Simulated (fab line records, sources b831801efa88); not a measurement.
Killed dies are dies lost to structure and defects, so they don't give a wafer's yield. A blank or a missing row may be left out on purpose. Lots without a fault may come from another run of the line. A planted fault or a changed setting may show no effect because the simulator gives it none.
fab line records | flow sky130
record lots=14 wafers=42 last_day=50
route steps=708 shown LDD_LDN@297 SPACER@305 POLY_CUT@315
lots that met no fault: from a run of the same line without faults
start_h: hours from the record's first day to the start of the lot's first wafer shown | wait_h: hours since the lot's step before | " the same as in the row above | L1.1+2: a row that stands for several wafers | - no value, or no start given | * or withheld: withheld | < > ~ a bound
route shown NAME@n: a module of which the file shows steps, and the number in the route of the first | usual: mean/standard deviation of fault-free wafers | same: alike in all rows | chamber/n: place in a boat | sites: the reading at each site | _std_site: their standard deviation | _edge_site: outer sites' mean less inner sites' | radius_mm: how far each site lies from the wafer's centre | mask NAME#n: copy n | behind: the tool/chamber that last shaped the wafer | hold: why the lot was held/for how many hours/how that ended | device: the transistor (n, p or np) that didn't switch | end of line: the same wafers' tests at the end of the route | a step without rows: its recipe alone | killed: dies lost to structure and defects at the first sort, not the wafer's yield | map: a wafer's dies, x killed, . not, _ none there
set.NAME: the setting as run; set.NAME@STEP: as run at that earlier step | model.NAME: the simulator's own value behind a step, which no gauge read
steps of the route over a sample of lots; a table a step, a row a wafer
services: from which hour (start_h, from the record's first day; less than 0 if before it) a tool's chamber was out of use, for how many hours, and why
## steps
# step SKY_LDD_LDN_IMPLANT_08
# recipe species=As energy_kev=15 dose_cm2=1.25e+13 tilt_deg=withheld rotation_deg=23
# usual beam_energy_keV=15.000/0.0049 beam_on_s=9.98/0.22 end_station_pressure_torr=5.05e-06/2.8e-07 faraday_current_uA=70.6/1.5
# columns lot.wafer tool chamber start_h wait_h beam_energy_keV beam_on_s end_station_pressure_torr faraday_current_uA
L830.1 implanter-03 0 535.68 0.0 15.008 9.73 5.03e-06 72.1
L830.4 " 0 " " 14.999 10.61 4.94e-06 66.0
L830.5 " 0 " " 15.010 9.80 5.24e-06 71.7
L829.3 implanter-02 0 538.18 0.1 14.998 10.06 5.24e-06 70.3
L829.4 " 0 " " 14.997 9.91 5.09e-06 71.3
L829.6 " 0 " " 14.995 10.14 4.98e-06 69.8
L831.1 implanter-03 0 542.83 0.0 14.991 9.68 4.99e-06 72.7
L831.4 " 0 " " 14.991 9.95 4.43e-06 70.7
L831.6 " 0 " " 14.998 10.06 4.55e-06 70.4
L833.3 implanter-02 0 551.63 0.1 14.995 9.91 5.16e-06 70.7
L833.4 " 0 " " 15.005 9.92 4.77e-06 70.4
L833.5 " 0 " " 14.997 10.22 5.16e-06 69.2
L834.1 implanter-03 0 564.93 0.0 14.992 9.66 5.53e-06 73.1
L834.3 " 0 " " 14.998 10.14 5.46e-06 69.0
L834.5 " 0 " " 15.001 10.08 5.11e-06 69.8
L835.2 implanter-03 - 578.09 0.0 - - - -
L835.5 " - " " - - - -
L835.6 " - " " - - - -
L836.1 implanter-02 - 591.93 0.0 - - - -
L836.2 " - " " - - - -
L836.5 " - " " - - - -
L838.1 implanter-01 0 619.93 0.0 15.007 9.70 4.89e-06 72.0
L838.3 " 0 " " 15.003 10.14 5.05e-06 69.4
L838.5 " 0 " " 14.994 10.26 5.26e-06 68.8
L841.1 implanter-01 0 634.54 0.0 15.005 10.06 5.48e-06 70.1
L841.4 " 0 " " 15.003 9.79 5.19e-06 71.8
L841.6 " 0 " " 14.998 9.90 4.81e-06 70.7
L845.1 implanter-01 0 664.03 0.0 14.998 9.79 5.33e-06 72.1
L845.2 " 0 " " 15.005 9.20 5.21e-06 76.1
L845.6 " 0 " " 15.005 10.03 5.14e-06 70.1
L846.1 implanter-02 0 671.42 0.0 14.999 10.18 5.1e-06 69.5
L846.5 " 0 " " 15.000 10.20 5.23e-06 69.2
L846.6 " 0 " " 14.998 9.85 5.45e-06 71.8
L848.3 implanter-02 0 690.79 0.1 14.999 10.00 5.74e-06 70.6
L848.4 " 0 " " 14.998 9.83 5.18e-06 71.5
L848.6 " 0 " " 15.000 9.96 4.89e-06 70.9
L849.2 implanter-02 0 692.85 0.0 14.999 10.15 4.96e-06 69.5
L849.3 " 0 " " 15.001 9.69 5.31e-06 72.7
L849.5 " 0 " " 15.001 10.35 5.17e-06 68.4
L850.2 implanter-02 0 695.99 0.0 15.001 10.37 5.45e-06 68.1
L850.3 " 0 " " 15.001 9.88 5.2e-06 71.3
L850.5 " 0 " " 15.006 9.73 5.39e-06 72.1
# step SKY_LDD_LDN_TW_MEAS_13
# usual LDD_LDN_TW=1481/7.8
# columns lot.wafer tool chamber start_h wait_h LDD_LDN_TW
L830.1 film_metro-03 - 536.38 0.1 1490
L830.4 " - " " 1481
L830.5 " - " " 1485
L829.3 film_metro-03 - 538.85 0.1 1487
L829.4 " - " " 1493
L829.6 " - " " 1484
L831.1 film_metro-01 - 543.53 0.1 1470
L831.4 " - " " 1471
L831.6 " - " " 1469
L833.3 film_metro-03 - 552.30 0.1 1481
L833.4 " - " " 1483
L833.5 " - " " 1486
L834.1 film_metro-03 - 565.63 0.1 1490
L834.3 " - " " 1492
L834.5 " - " " 1479
L835.2 film_metro-01 - 578.78 0.1 1350
L835.5 " - " " 1344
L835.6 " - " " 1352
L836.1 film_metro-01 - 592.63 0.1 1350
L836.2 " - " " 1347
L836.5 " - " " 1345
L838.1 film_metro-01 - 620.63 0.1 1471
L838.3 " - " " 1486
L838.5 " - " " 1480
L841.1 film_metro-01 - 635.24 0.1 1482
L841.4 " - " " 1482
L841.6 " - " " 1475
L845.1 film_metro-04 - 664.73 0.1 1487
L845.2 " - " " 1483
L845.6 " - " " 1486
L846.1 film_metro-01 - 672.12 0.1 1463
L846.5 " - " " 1477
L846.6 " - " " 1476
L848.3 film_metro-03 - 691.46 0.1 1494
L848.4 " - " " 1484
L848.6 " - " " 1488
L849.2 film_metro-03 - 693.54 0.1 1482
L849.3 " - " " 1489
L849.5 " - " " 1485
L850.2 film_metro-03 - 696.68 0.1 1478
L850.3 " - " " 1487
L850.5 " - " " 1495
# step SKY_SPACER_THK_MEAS_01
# recipe reads=Si3N4_of_SPACER_CVD_00
# usual SPACER_CVD_00_THK=42.9/0.43
# columns lot.wafer tool chamber start_h wait_h SPACER_CVD_00_THK[nm]
L830.1 film_metro-04 - 538.10 0.0 42.4
L830.4 " - " " 42.1
L830.5 " - " " 42.4
L829.3 film_metro-01 - 540.37 0.0 42.6
L829.4 " - " " 42.8
L829.6 " - " " 42.8
L831.1 film_metro-02 - 546.53 0.0 43.1
L831.4 " - " " 42.7
L831.6 " - " " 42.6
L833.3 film_metro-01 - 554.22 0.0 42.8
L833.4 " - " " 43.0
L833.5 " - " " 42.8
L834.1 film_metro-01 - 568.26 0.0 42.9
L834.3 " - " " 42.8
L834.5 " - " " 42.7
L838.1 film_metro-02 - 624.42 0.0 42.8
L838.3 " - " " 42.9
L838.5 " - " " 42.5
L841.1 film_metro-01 - 636.83 0.0 43.2
L841.4 " - " " 43.5
L841.6 " - " " 43.2
L845.1 film_metro-02 - 667.90 0.0 43.2
L845.2 " - " " 43.4
L845.6 " - " " 43.1
L846.1 film_metro-04 - 674.61 0.0 43.1
L846.5 " - " " 42.7
L846.6 " - " " 42.7
L848.3 film_metro-04 - 692.78 0.0 42.3
L848.4 " - " " 42.8
L848.6 " - " " 42.9
L849.2 film_metro-04 - 695.02 0.0 42.5
L849.3 " - " " 42.6
L849.5 " - " " 43.0
L850.2 film_metro-04 - 697.99 0.0 42.9
L850.3 " - " " 43.2
L850.5 " - " " 42.9
# step SKY_POLY_CUT_CD_MEAS_08
# recipe target_cd_nm=270
# usual cd_nm=270.4/1.3
# columns lot.wafer tool chamber start_h wait_h cd_nm
L830.1 cd_sem-01 - 568.68 - 267.6
L830.4 " - " " 269.4
L830.5 " - " " 267.4
L829.3 cd_sem-01 - 571.42 - 269.9
L829.4 " - " " 270.5
L829.6 " - " " 272.0
L831.1 cd_sem-02 - 577.43 - 271.3
L831.4 " - " " 272.0
L831.6 " - " " 270.4
L833.3 cd_sem-02 - 584.59 - 269.5
L833.4 " - " " 268.4
L833.5 " - " " 269.4
L834.1 cd_sem-02 - 598.03 - 269.9
L834.3 " - " " 269.0
L834.5 " - " " 270.3
L838.1 cd_sem-02 - 654.53 - 270.6
L838.3 " - " " 270.3
L838.5 " - " " 269.9
L841.1 cd_sem-01 - 666.36 - 270.4
L841.4 " - " " 270.6
L841.6 " - " " 271.3
L845.1 cd_sem-02 - 697.00 - 273.4
L845.2 " - " " 271.5
L845.6 " - " " 272.8
L846.1 cd_sem-01 - 702.95 - 270.3
L846.5 " - " " 270.1
L846.6 " - " " 269.6
L848.3 cd_sem-01 - 720.95 - 269.5
L848.4 " - " " 268.4
L848.6 " - " " 267.9
L849.2 cd_sem-01 - 722.67 - 269.3
L849.3 " - " " 269.1
L849.5 " - " " 268.8
L850.2 cd_sem-02 - 726.88 - 269.8
L850.3 " - " " 270.7
L850.5 " - " " 268.7
# step SKY_POLY_CUT_OVL_MEAS_09
# usual POLY_CUT_OVL=-1/4.6
# columns lot.wafer tool chamber start_h wait_h POLY_CUT_OVL[nm]
L830.1 overlay-02 - 568.80 0.1 1
L830.4 " - " " -5
L830.5 " - " " -2
L829.3 overlay-02 - 571.51 0.1 -3
L829.4 " - " " 6
L829.6 " - " " -8
L831.1 overlay-01 - 577.55 0.1 3
L831.4 " - " " -4
L831.6 " - " " 8
L833.3 overlay-01 - 584.68 0.1 0
L833.4 " - " " 0
L833.5 " - " " -5
L834.1 overlay-02 - 598.15 0.1 -2
L834.3 " - " " -3
L834.5 " - " " 6
L838.1 overlay-01 - 654.65 0.1 4
L838.3 " - " " 5
L838.5 " - " " -7
L841.1 overlay-01 - 666.48 0.1 -6
L841.4 " - " " -7
L841.6 " - " " -4
L845.1 overlay-01 - 697.12 0.1 5
L845.2 " - " " 3
L845.6 " - " " -3
L846.1 overlay-02 - 703.07 0.1 4
L846.5 " - " " 3
L846.6 " - " " -2
L848.3 overlay-01 - 721.05 0.1 -4
L848.4 " - " " 1
L848.6 " - " " -2
L849.2 overlay-02 - 722.78 0.1 1
L849.3 " - " " -4
L849.5 " - " " 4
L850.2 overlay-02 - 726.99 0.1 -3
L850.3 " - " " -6
L850.5 " - " " -1
## services
# columns tool chamber start_h hours kind
implanter-01 - 520.50 3.8 repair
implanter-01 - 564.82 23.0 pm
implanter-03 - 566.30 1.8 repair
implanter-03 - 649.47 4.6 pm
implanter-02 - 682.51 5.3 repair
implanter-01 - 693.51 4.3 pm
## key
first_sign step=SKY_LDD_LDN_IMPLANT_08 reading=tool_record direction=missing
effect step=SKY_LDD_LDN_TW_MEAS_13 reading=LDD_LDN_TW direction=down sigmas=17 usual=1481 struck=1348
met_at SKY_LDD_LDN_IMPLANT_08
struck_lots L835,L836
later_rows_left_out L835.2,L835.5,L835.6,L836.1,L836.2,L836.5
sort_left_out L835.2,L835.5,L835.6,L836.1,L836.2,L836.5
tester_left_out L835,L836
not_acting_at SKY_SPACER_THK_MEAS_01,SKY_POLY_CUT_CD_MEAS_08,SKY_POLY_CUT_OVL_MEAS_09
onset_between 564.93 578.09
fault kind=skipped_step_whole tool=implanter-02,implanter-03 chamber=- onset_h=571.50 steps=SKY_LDD_LDN_IMPLANT_08 scope=struck_lots_only
# tester_left_out: of these lots the tester's yield and bins aren't shown, on N5 and GAA mostly nor the transistor test; their killed dies are dies lost to structure and defects alone, not to doping, threshold or leakage, so they don't give the yield
# sort_left_out: the simulated sort isn't trusted on such a fault, so these wafers' sort isn't shown, and their yield isn't known
# later_rows_left_out: the simulator's readings of these wafers behind a module that went badly wrong aren't trusted and aren't shown, but for the sort
